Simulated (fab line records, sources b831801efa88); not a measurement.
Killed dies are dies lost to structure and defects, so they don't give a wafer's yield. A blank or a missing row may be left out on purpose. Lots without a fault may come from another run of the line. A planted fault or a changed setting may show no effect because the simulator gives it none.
fab line records | flow sky130
record lots=24 wafers=72 last_day=50
route steps=708 shown METAL1@435 VIA1@473 VIA2@522 CAP2M@604 VIA4@650
lots that met no fault: from a run of the same line without faults
start_h: hours from the record's first day to the start of the lot's first wafer shown | wait_h: hours since the lot's step before | " the same as in the row above | L1.1+2: a row that stands for several wafers | - no value, or no start given | * or withheld: withheld | < > ~ a bound
route shown NAME@n: a module of which the file shows steps, and the number in the route of the first | usual: mean/standard deviation of fault-free wafers | same: alike in all rows | chamber/n: place in a boat | sites: the reading at each site | _std_site: their standard deviation | _edge_site: outer sites' mean less inner sites' | radius_mm: how far each site lies from the wafer's centre | mask NAME#n: copy n | behind: the tool/chamber that last shaped the wafer | hold: why the lot was held/for how many hours/how that ended | device: the transistor (n, p or np) that didn't switch | end of line: the same wafers' tests at the end of the route | a step without rows: its recipe alone | killed: dies lost to structure and defects at the first sort, not the wafer's yield | map: a wafer's dies, x killed, . not, _ none there
set.NAME: the setting as run; set.NAME@STEP: as run at that earlier step | model.NAME: the simulator's own value behind a step, which no gauge read
steps of the route over a sample of lots; a table a step, a row a wafer
services: from which hour (start_h, from the record's first day; less than 0 if before it) a tool's chamber was out of use, for how many hours, and why
## steps
# step SKY_METAL1_SPUTTER_01
# recipe material=TiN target_thk_nm=20 power_w=6500 time_s=16.7 chamber_pressure_pa=0.4
# usual throttle_valve_pct=30.1/0.92
# columns lot.wafer tool chamber start_h wait_h throttle_valve_pct
L074.1 pvd_sputter-02 - 732.41 0.0 29.1
L074.2 " - " " 29.1
L074.5 " - " " 29.2
L075.1 pvd_sputter-02 - 734.48 0.0 29.0
L075.4 " - " " 29.4
L075.5 " - " " 29.1
L076.1 pvd_sputter-02 - 754.40 0.0 29.1
L076.3 " - " " 29.2
L076.5 " - " " 29.1
L077.1 pvd_sputter-04 - 767.57 0.0 31.1
L077.4 " - " " 31.3
L077.5 " - " " 30.9
L079.2 pvd_sputter-04 - 782.41 0.0 30.6
L079.4 " - " " 29.9
L079.5 " - " " 30.9
L078.3 pvd_sputter-04 - 784.15 0.0 30.9
L078.4 " - " " 29.9
L078.6 " - " " 31.1
L080.1 pvd_sputter-04 - 793.32 0.0 29.8
L080.4 " - " " 31.1
L080.5 " - " " 31.3
L081.3 pvd_sputter-04 - 800.65 0.0 31.0
L081.5 " - " " 29.8
L081.6 " - " " 31.2
L082.1 pvd_sputter-04 - 801.80 0.0 31.1
L082.3 " - " " 30.8
L082.5 " - " " 31.0
L083.1 pvd_sputter-04 - 802.89 0.0 31.0
L083.5 " - " " 29.7
L083.6 " - " " 31.1
L084.1 pvd_sputter-04 - 814.95 0.0 31.3
L084.3 " - " " 31.2
L084.5 " - " " 30.9
L085.1 pvd_sputter-01 - 825.18 0.0 29.6
L085.3 " - " " 31.2
L085.4 " - " " 29.6
L086.1 pvd_sputter-01 - 830.89 0.0 30.0
L086.2 " - " " 30.6
L086.6 " - " " 29.8
L087.1 pvd_sputter-02 - 846.83 0.0 29.3
L087.2 " - " " 29.3
L087.4 " - " " 28.8
L088.2 pvd_sputter-04 - 848.36 0.0 29.5
L088.3 " - " " 31.1
L088.6 " - " " 31.2
L089.3 pvd_sputter-04 - 854.91 0.0 29.6
L089.4 " - " " 30.8
L089.5 " - " " 29.7
L090.2 pvd_sputter-02 - 864.61 0.0 29.0
L090.3 " - " " 29.0
L090.4 " - " " 29.1
L092.2 pvd_sputter-04 - 882.92 0.0 31.2
L092.5 " - " " 30.9
L092.6 " - " " 31.0
L091.2 pvd_sputter-02 - 887.90 0.0 29.3
L091.4 " - " " 29.1
L091.5 " - " " 29.0
L093.2 pvd_sputter-01 - 888.22 0.0 30.8
L093.3 " - " " 30.9
L093.5 " - " " 31.1
L094.2 pvd_sputter-02 - 890.02 0.0 28.9
L094.3 " - " " 29.2
L094.5 " - " " 29.0
L095.1 pvd_sputter-01 - 899.57 0.0 29.9
L095.2 " - " " 31.3
L095.3 " - " " 29.7
L096.1 pvd_sputter-04 - 904.02 0.0 31.2
L096.3 " - " " 31.1
L096.6 " - " " 31.0
L097.1 pvd_sputter-02 - 908.09 0.0 29.2
L097.2 " - " " 29.2
L097.4 " - " " 29.2
# step SKY_VIA1_ETCH_15
# recipe target=SiO2 chemistry=C4F8/O2/Ar target_depth_nm=351 stop_on=TiN mask_material=KrF-thick source_w=1500 bias_w=1200 pressure_mtorr=40 c4f8_flow_sccm=withheld O2_flow_sccm=6 Ar_flow_sccm=300 time_s=54
# usual bias_w=1200/3.7 oes_product_au=0.982/0.0054
# columns lot.wafer tool chamber start_h wait_h bias_w oes_product_au rf_hours_counter_h
L074.1 rie_diel-04 2 788.89 0.0 1198 0.986 17
L074.2 " 3 " " 1198 0.979 6
L074.5 " 1 " " 1201 0.981 -
L075.1 rie_diel-02 0 791.10 0.0 1195 0.987 7
L075.4 " 3 " " 1198 0.981 -
L075.5 " 0 " " 1200 0.978 -
L076.1 rie_diel-02 2 809.88 0.0 1200 0.982 13
L076.3 " 0 " " 1196 0.974 8
L076.5 " 2 " " 1211 0.979 -
L077.1 rie_diel-02 2 823.14 0.0 1201 0.971 14
L077.4 " 3 " " 1200 0.984 21
L077.5 " 1 " " 1197 0.976 -
L079.2 rie_diel-04 1 837.13 0.0 1201 0.983 3
L079.4 " 0 " " 1198 0.982 1
L079.5 " 2 " " 1197 0.983 -
L078.3 rie_diel-02 0 839.39 0.0 1197 0.986 9
L078.4 " 3 " " 1201 0.978 21
L078.6 " 3 " " 1195 0.980 -
L080.1 rie_diel-01 1 848.79 0.0 1198 0.989 12
L080.4 " 0 " " 1197 0.983 -
L080.5 " 3 " " 1196 0.978 -
L081.3 rie_diel-04 1 856.34 0.0 1199 0.972 4
L081.5 " 2 " " 1192 0.989 -
L081.6 " 1 " " 1195 0.974 -
L082.1 rie_diel-01 1 856.69 0.0 1199 0.987 12
L082.3 " 3 " " 1202 0.980 18
L082.5 " 3 " " 1194 0.983 -
L083.1 rie_diel-02 3 856.83 0.0 1212 0.984 22
L083.5 " 0 " " 1195 0.969 -
L083.6 " 3 " " 1209 0.980 -
L084.1 rie_diel-02 2 870.29 0.0 1200 0.983 15
L084.3 " 0 " " 1202 0.985 9
L084.5 " 3 " " 1200 0.983 -
L085.1 rie_diel-01 3 879.83 0.0 1205 0.984 19
L085.3 " 0 " " 1205 0.988 12
L085.4 " 1 " " 1195 0.986 13
L086.1 rie_diel-04 2 883.89 0.0 1199 0.976 19
L086.2 " 3 " " 1194 0.982 9
L086.6 " 0 " " 1203 0.982 -
L087.1 rie_diel-02 3 899.89 0.0 1200 0.980 24
L087.2 " 0 " " 1207 0.981 10
L087.4 " 1 " " 1207 0.982 15
L088.2 rie_diel-04 3 901.63 0.0 1203 0.991 9
L088.3 " 1 " " 1197 0.986 5
L088.6 " 3 " " 1196 0.985 -
L089.3 rie_diel-02 2 907.80 0.0 1204 0.971 16
L089.4 " 1 " " 1199 0.984 16
L089.5 " 1 " " 1201 0.977 -
L090.2 rie_diel-01 0 917.28 0.0 1197 0.982 13
L090.3 " 3 " " 1199 0.982 20
L090.4 " 1 " " 1199 0.980 14
L092.2 rie_diel-02 1 935.15 0.0 1206 0.985 16
L092.5 " 1 " " 1204 0.981 -
L092.6 " 2 " " 1197 0.974 -
L091.2 rie_diel-01 0 940.63 0.0 1198 0.982 14
L091.4 " 1 " " 1198 0.982 15
L091.5 " 0 " " 1197 0.987 -
L093.2 rie_diel-02 0 940.98 0.0 1202 0.985 11
L093.3 " 1 " " 1202 0.977 16
L093.5 " 2 " " 1196 0.983 -
L094.2 rie_diel-01 1 942.13 0.0 1201 0.982 15
L094.3 " 2 " " 1203 0.985 10
L094.5 " 0 " " 1203 0.993 -
L095.1 rie_diel-04 3 951.93 0.0 1199 0.990 10
L095.2 " 0 " " 1197 0.987 4
L095.3 " 2 " " 1204 0.986 21
L096.1 rie_diel-04 0 955.60 0.0 1197 0.980 4
L096.3 " 1 " " 1196 0.987 6
L096.6 " 0 " " 1199 0.993 -
L097.1 rie_diel-04 0 959.34 0.0 1200 0.987 4
L097.2 " 1 " " 1199 0.980 6
L097.4 " 3 " " 1201 0.993 11
# step SKY_VIA2_ETCH_15
# recipe target=SiO2 chemistry=C4F8/O2/Ar target_depth_nm=546 stop_on=TiN mask_material=KrF-thick source_w=1500 bias_w=1200 pressure_mtorr=40 c4f8_flow_sccm=withheld O2_flow_sccm=6 Ar_flow_sccm=300 time_s=84
# usual bias_w=1200/3.8 oes_product_au=0.939/0.0045
# columns lot.wafer tool chamber start_h wait_h bias_w oes_product_au rf_hours_counter_h
L074.1 rie_diel-04 0 845.23 0.0 1194 0.938 1
L074.2 " 1 " " 1198 0.940 3
L074.5 " 2 " " 1203 0.941 -
L075.1 rie_diel-02 2 847.94 0.0 1201 0.947 14
L075.4 " 0 " " 1205 0.933 9
L075.5 " 3 " " 1203 0.936 -
L076.1 rie_diel-04 0 864.53 0.0 1200 0.937 1
L076.3 " 1 " " 1205 0.944 4
L076.5 " 3 " " 1203 0.939 -
L077.1 rie_diel-04 2 877.78 0.0 1206 0.939 19
L077.4 " 0 " " 1205 0.937 1
L077.5 " 0 " " 1208 0.944 -
L079.2 rie_diel-03 2 891.98 0.0 1198 0.938 24
L079.4 " 1 " " 1198 0.936 10
L079.5 " 1 " " 1200 0.936 -
L078.3 rie_diel-03 2 894.13 0.0 1198 0.943 24
L078.4 " 1 " " 1209 0.936 10
L078.6 " 1 " " 1203 0.925 -
L080.1 rie_diel-03 2 903.86 0.0 1205 0.936 25
L080.4 " 1 " " 1203 0.941 11
L080.5 " 1 " " 1193 0.936 -
L081.3 rie_diel-02 0 909.88 0.0 1205 0.943 11
L081.5 " 0 " " 1198 0.941 -
L081.6 " 3 " " 1201 0.942 -
L082.1 rie_diel-03 2 911.95 0.0 1201 0.933 25
L082.3 " 1 " " 1196 0.945 11
L082.5 " 1 " " 1198 0.945 -
L083.1 rie_diel-02 1 912.03 0.0 1199 0.939 16
L083.5 " 0 " " 1198 0.935 -
L083.6 " 3 " " 1196 0.938 -
L084.1 rie_diel-03 2 924.43 0.0 1192 0.939 25
L084.3 " 1 " " 1195 0.945 11
L084.5 " 2 " " 1191 0.938 -
L085.1 rie_diel-04 1 933.58 0.0 1203 0.937 5
L085.3 " 3 " " 1206 0.931 10
L085.4 " 0 " " 1201 0.939 3
L086.1 rie_diel-03 3 937.61 0.0 1193 0.943 12
L086.2 " 1 " " 1197 0.940 12
L086.6 " 3 " " 1201 0.939 -
L087.1 rie_diel-04 1 952.88 0.0 1197 0.932 6
L087.2 " 2 " " 1199 0.946 21
L087.4 " 0 " " 1199 0.942 4
L088.2 rie_diel-03 3 954.33 0.0 1197 0.939 12
L088.3 " 0 " " 1202 0.938 16
L088.6 " 2 " " 1200 0.942 -
L089.3 rie_diel-03 3 961.13 0.0 1194 0.945 13
L089.4 " 2 " " 1198 0.940 27
L089.5 " 1 " " 1202 0.939 -
L090.2 rie_diel-03 2 969.53 0.0 1203 0.944 27
L090.3 " 3 " " 1204 0.944 13
L090.4 " 1 " " 1197 0.931 13
L092.2 rie_diel-03 3 986.46 0.0 1195 0.933 14
L092.5 " 1 " " 1204 0.939 -
L092.6 " 0 " " 1201 0.935 -
L091.2 rie_diel-03 1 991.93 0.0 1198 0.936 14
L091.4 " 3 " " 1200 0.936 14
L091.5 " 2 " " 1197 0.941 -
L093.2 rie_diel-02 3 992.46 0.0 1199 0.935 25
L093.3 " 2 " " 1200 0.932 18
L093.5 " 2 " " 1201 0.939 -
L094.2 rie_diel-04 1 993.08 0.0 1196 0.940 7
L094.3 " 2 " " 1197 0.948 0
L094.5 " 1 " " 1199 0.940 -
L095.1 rie_diel-03 1 1002.56 0.0 1203 0.940 15
L095.2 " 2 " " 1196 0.946 28
L095.3 " 3 " " 1201 0.945 14
L096.1 rie_diel-04 0 1005.16 0.0 1200 0.937 5
L096.3 " 2 " " 1203 0.935 1
L096.6 " 2 " " 1205 0.928 -
L097.1 rie_diel-03 1 1009.63 0.0 1199 0.939 15
L097.2 " 0 " " 1200 0.939 18
L097.4 " 2 " " 1199 0.932 29
# step SKY_CAP2M_THK_MEAS_01
# recipe reads=SiO2_of_CAP2M_CVD_00
# usual CAP2M_CVD_00_THK=15.50/0.27
# columns lot.wafer tool chamber start_h wait_h CAP2M_CVD_00_THK[nm]
L074.1 film_metro-03 - 927.17 - 15.63
L074.2 " - " " 15.36
L074.5 " - " " 15.67
L075.1 film_metro-04 - 930.81 - 15.40
L075.4 " - " " 15.58
L075.5 " - " " 15.29
L076.1 film_metro-04 - 945.53 - 15.27
L076.3 " - " " 15.77
L076.5 " - " " 15.54
L077.1 film_metro-04 - 958.81 - 15.14
L077.4 " - " " 15.77
L077.5 " - " " 15.56
L079.2 film_metro-04 - 972.54 - 15.45
L079.4 " - " " 15.97
L079.5 " - " " 15.51
L078.3 film_metro-01 - 974.04 - 15.50
L078.4 " - " " 15.30
L078.6 " - " " 15.74
L080.1 film_metro-04 - 983.33 - 15.68
L080.4 " - " " 15.95
L080.5 " - " " 15.53
L081.3 film_metro-03 - 991.92 - 15.36
L081.5 " - " " 15.29
L081.6 " - " " 15.43
L082.1 film_metro-03 - 992.20 - 15.19
L082.3 " - " " 15.68
L082.5 " - " " 15.70
L083.1 film_metro-03 - 993.16 - 15.99
L083.5 " - " " 15.95
L083.6 " - " " 15.78
L084.1 film_metro-01 - 1001.88 - 15.39
L084.3 " - " " 15.06
L084.5 " - " " 15.17
L085.1 film_metro-01 - 1010.38 - 15.10
L085.3 " - " " 15.12
L085.4 " - " " 15.45
L086.1 film_metro-03 - 1016.29 - 15.12
L086.2 " - " " 15.63
L086.6 " - " " 15.49
L087.1 film_metro-04 - 1028.41 - 15.36
L087.2 " - " " 15.59
L087.4 " - " " 15.38
L088.2 film_metro-04 - 1029.22 - 15.07
L088.3 " - " " 15.52
L088.6 " - " " 15.47
L089.3 film_metro-03 - 1036.53 - 15.09
L089.4 " - " " 15.59
L089.5 " - " " 15.53
L090.2 film_metro-01 - 1044.66 - 15.36
L090.3 " - " " 15.87
L090.4 " - " " 15.52
L092.2 film_metro-01 - 1059.81 - 15.72
L092.5 " - " " 15.51
L092.6 " - " " 15.91
L091.2 film_metro-04 - 1064.97 - 15.43
L091.4 " - " " 15.77
L091.5 " - " " 15.61
L093.2 film_metro-03 - 1066.52 - 15.10
L093.3 " - " " 15.11
L093.5 " - " " 15.98
L094.2 film_metro-04 - 1066.89 - 15.02
L094.3 " - " " 15.65
L094.5 " - " " 15.37
L095.1 film_metro-04 - 1075.40 - 15.51
L095.2 " - " " 15.22
L095.3 " - " " 15.09
L096.1 film_metro-04 - 1077.85 - 15.09
L096.3 " - " " 15.76
L096.6 " - " " 15.34
L097.1 film_metro-01 - 1081.27 - 15.16
L097.2 " - " " 15.62
L097.4 " - " " 15.83
# step SKY_CAP2M_THK_MEAS_04
# recipe thk_meas_gauge=xrf reads=TiN_of_CAP2M_SPUTTER_02
# usual CAP2M_TIN_THK=199.7/1.8
# columns lot.wafer tool chamber start_h wait_h CAP2M_TIN_THK[nm]
L074.1 film_metro-04 - 927.46 0.1 197.8
L074.2 " - " " 197.8
L074.5 " - " " 197.8
L075.1 film_metro-01 - 931.09 0.1 200.1
L075.4 " - " " 200.0
L075.5 " - " " 199.2
L076.1 film_metro-01 - 945.82 0.1 202.5
L076.3 " - " " 202.3
L076.5 " - " " 201.2
L077.1 film_metro-04 - 959.09 0.1 198.2
L077.4 " - " " 196.9
L077.5 " - " " 195.2
L079.2 film_metro-01 - 972.83 0.1 199.6
L079.4 " - " " 199.4
L079.5 " - " " 199.9
L078.3 film_metro-01 - 974.33 0.1 202.9
L078.4 " - " " 199.5
L078.6 " - " " 201.1
L080.1 film_metro-03 - 983.62 0.1 203.5
L080.4 " - " " 199.6
L080.5 " - " " 201.3
L081.3 film_metro-01 - 992.21 0.1 202.7
L081.5 " - " " 201.9
L081.6 " - " " 201.5
L082.1 film_metro-03 - 992.49 0.1 199.4
L082.3 " - " " 201.3
L082.5 " - " " 200.8
L083.1 film_metro-04 - 993.45 0.1 201.0
L083.5 " - " " 198.0
L083.6 " - " " 199.1
L084.1 film_metro-04 - 1002.17 0.1 193.6
L084.3 " - " " 196.2
L084.5 " - " " 196.1
L085.1 film_metro-04 - 1010.67 0.1 199.6
L085.3 " - " " 198.3
L085.4 " - " " 199.5
L086.1 film_metro-01 - 1016.58 0.1 197.6
L086.2 " - " " 198.6
L086.6 " - " " 197.9
L087.1 film_metro-03 - 1028.72 0.1 201.1
L087.2 " - " " 201.3
L087.4 " - " " 201.0
L088.2 film_metro-03 - 1029.51 0.1 202.1
L088.3 " - " " 200.4
L088.6 " - " " 199.4
L089.3 film_metro-03 - 1036.82 0.1 199.3
L089.4 " - " " 201.0
L089.5 " - " " 199.5
L090.2 film_metro-03 - 1044.95 0.1 200.5
L090.3 " - " " 200.0
L090.4 " - " " 196.1
L092.2 film_metro-03 - 1060.10 0.1 198.4
L092.5 " - " " 198.0
L092.6 " - " " 198.6
L091.2 film_metro-03 - 1065.26 0.1 200.8
L091.4 " - " " 198.1
L091.5 " - " " 197.5
L093.2 film_metro-01 - 1066.81 0.1 202.0
L093.3 " - " " 201.9
L093.5 " - " " 203.0
L094.2 film_metro-03 - 1067.18 0.1 199.4
L094.3 " - " " 199.7
L094.5 " - " " 200.8
L095.1 film_metro-03 - 1075.69 0.1 201.3
L095.2 " - " " 201.8
L095.3 " - " " 201.7
L096.1 film_metro-01 - 1078.14 0.1 201.3
L096.3 " - " " 198.0
L096.6 " - " " 198.4
L097.1 film_metro-01 - 1081.56 0.1 199.7
L097.2 " - " " 200.4
L097.4 " - " " 199.2
# step SKY_VIA4_OVL_MEAS_11
# usual VIA4_OVL=0.5/1.7
# columns lot.wafer tool chamber start_h wait_h VIA4_OVL[nm]
L074.1 overlay-01 - 1001.29 0.1 0.8
L074.2 " - " " 1.7
L074.5 " - " " 3.2
L075.1 overlay-01 - 1004.19 0.1 0.9
L075.4 " - " " 0.9
L075.5 " - " " 1.2
L076.1 overlay-01 - 1017.84 0.1 2.5
L076.3 " - " " 3.9
L076.5 " - " " 4.3
L077.1 overlay-01 - 1031.05 0.1 4.0
L077.4 " - " " 2.9
L077.5 " - " " 4.4
L079.2 overlay-02 - 1044.00 0.1 -1.5
L079.4 " - " " -0.2
L079.5 " - " " -0.9
L078.3 overlay-02 - 1045.06 0.1 -0.5
L078.4 " - " " -1.5
L078.6 " - " " -0.4
L080.1 overlay-01 - 1054.15 0.1 0.4
L080.4 " - " " 0.8
L080.5 " - " " -0.8
L081.3 overlay-01 - 1060.10 0.1 0.7
L081.5 " - " " 0.4
L081.6 " - " " -1.0
L082.1 overlay-02 - 1061.84 0.1 2.4
L082.3 " - " " 2.7
L082.5 " - " " 1.5
L083.1 overlay-01 - 1062.14 0.1 -0.3
L083.5 " - " " -0.7
L083.6 " - " " 0.2
L084.1 overlay-01 - 1069.10 0.1 1.4
L084.3 " - " " 2.7
L084.5 " - " " 2.5
L085.1 overlay-02 - 1077.44 0.1 0.2
L085.3 " - " " -0.7
L085.4 " - " " -2.9
L086.1 overlay-02 - 1083.39 0.1 -1.3
L086.2 " - " " 0.1
L086.6 " - " " -2.3
L087.1 overlay-01 - 1094.24 0.1 1.4
L087.2 " - " " 2.8
L087.4 " - " " 1.6
L088.2 overlay-01 - 1094.84 0.1 1.7
L088.3 " - " " 1.9
L088.6 " - " " -1.3
L089.3 overlay-02 - 1103.00 0.1 0.5
L089.4 " - " " 0.9
L089.5 " - " " -0.5
L090.2 overlay-02 - 1110.10 0.1 1.9
L090.3 " - " " -1.5
L090.4 " - " " 0.9
L092.2 overlay-01 - 1122.95 0.1 0.5
L092.5 " - " " 0.4
L092.6 " - " " -1.9
L091.2 overlay-01 - 1127.65 0.1 -0.1
L091.4 " - " " 1.0
L091.5 " - " " 2.8
L093.2 overlay-02 - 1129.70 0.1 -0.5
L093.3 " - " " -1.2
L093.5 " - " " -0.7
L094.2 overlay-02 - 1130.14 0.1 -2.6
L094.3 " - " " 0.0
L094.5 " - " " -0.6
L095.1 overlay-02 - 1136.69 0.1 1.5
L095.2 " - " " 0.9
L095.3 " - " " 2.1
L096.1 overlay-02 - 1139.89 0.1 -1.8
L096.3 " - " " -0.4
L096.6 " - " " -2.8
L097.1 overlay-01 - 1142.84 0.1 -0.4
L097.2 " - " " 0.7
L097.4 " - " " -0.3
## services
# columns tool chamber start_h hours kind
pvd_sputter-01 - 718.27 99.2 repair
pvd_sputter-04 - 737.39 2.1 repair
rie_diel-04 2 754.90 6.5 repair
rie_diel-04 0 785.82 - clean
rie_diel-02 1 789.25 8.6 repair
pvd_sputter-04 - 799.44 1.1 repair
rie_diel-03 - 806.87 0.6 repair
rie_diel-04 - 807.14 4.0 pm
pvd_sputter-02 - 808.58 2.4 repair
rie_diel-03 3 811.05 7.2 repair
pvd_sputter-04 - 820.51 9.1 repair
rie_diel-01 2 822.98 55.5 repair
pvd_sputter-02 - 847.72 1.0 repair
rie_diel-02 - 860.85 1.1 repair
pvd_sputter-04 - 862.87 2.7 repair
rie_diel-03 2 883.51 2.9 repair
rie_diel-01 - 887.10 0.4 repair
rie_diel-02 - 914.95 2.8 pm
pvd_sputter-01 - 933.67 6.5 repair
rie_diel-02 - 946.93 28.1 pm
pvd_sputter-01 - 960.15 14.7 repair
rie_diel-02 0 990.15 3.2 repair
pvd_sputter-02 - 995.21 2.4 repair
rie_diel-04 - 998.09 2.8 pm
## key
fault none
